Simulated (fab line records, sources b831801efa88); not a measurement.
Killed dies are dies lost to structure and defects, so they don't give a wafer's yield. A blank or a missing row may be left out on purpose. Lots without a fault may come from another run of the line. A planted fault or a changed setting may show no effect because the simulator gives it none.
One fault seen from 2 desks | flow gf180mcu | each desk has only its own numbers; what lay behind them comes last

THE TOOL OWNER'S DESK: pvd_sputter-01
The tool's own readings at GF_TOP_METAL_SPUTTER_00 (material Ti, target thk 37.5 nm, time 150 s): means of the sampled wafers that have a number, for each lot that ran on this tool. A lot is out of limits, marked OUT, if its mean lies more than 4 standard deviations from the usual mean; the brackets give that distance.
Columns: A = chamber_pressure_pa at GF_TOP_METAL_SPUTTER_00, usual 2.001 Pa; B = throttle_valve_pct at GF_TOP_METAL_SPUTTER_00, usual 30.2 %
lot  | first seen here | A               | B
L760 | day 28 01:01    | 1.999           | 30.6
L769 | day 30 22:34    | 2.144 (+36) OUT | 29.6
This desk's finding: out of limits on L769; first on L769, day 30 22:34 (chamber_pressure_pa at GF_TOP_METAL_SPUTTER_00). In limits: L760.

THE METROLOGY DESK
What the gauges read, lot by lot, whatever tool the lot ran on: means of the sampled wafers that have a number. A lot is out of limits, marked OUT, if its mean lies more than 4 standard deviations from the usual mean; the brackets give that distance.
Columns: A = V5_OVL at GF_V5_OVL_MEAS_15, usual 3 nm; B = V5_W_RS at GF_V5_RS_MEAS_24, usual 0.325 ohm/sq; C = V5_W_THK at GF_V5_THK_MEAS_25, usual 361 nm
lot  | first seen here | A  | B     | C
L758 | day 27 16:02    | 7  | 0.331 | 354
L760 | day 27 23:26    | 3  | 0.333 | 350
L769 | day 30 21:03    | 0  | 0.326 | 364
L774 | day 32 07:20    | 2  | 0.326 | 367
L778 | day 33 04:29    | -4 | 0.325 | 366
This desk's finding: nothing out of limits on any of the 5 lots.

PUT TOGETHER
The tool owner's desk could have raised an alarm at day 30 22:34, on L769.
The metrology desk saw nothing out of limits.
The metrology desk has L769 on record, within its limits.
Of the lots named, all ran GF_TOP_METAL_SPUTTER_00 on pvd_sputter-01.

WHAT THE SIMULATOR HAD PUT IN
Process parameter drift: pvd_sputter-01, from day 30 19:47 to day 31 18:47, at GF_TOP_METAL_SPUTTER_00. Setting chamber_pressure_pa, moved by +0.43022, from 2. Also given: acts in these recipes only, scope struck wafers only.
Lots struck among those shown: L769.
Hours from the fault's start to each desk's first reading out of limits: the tool owner's desk, 3.
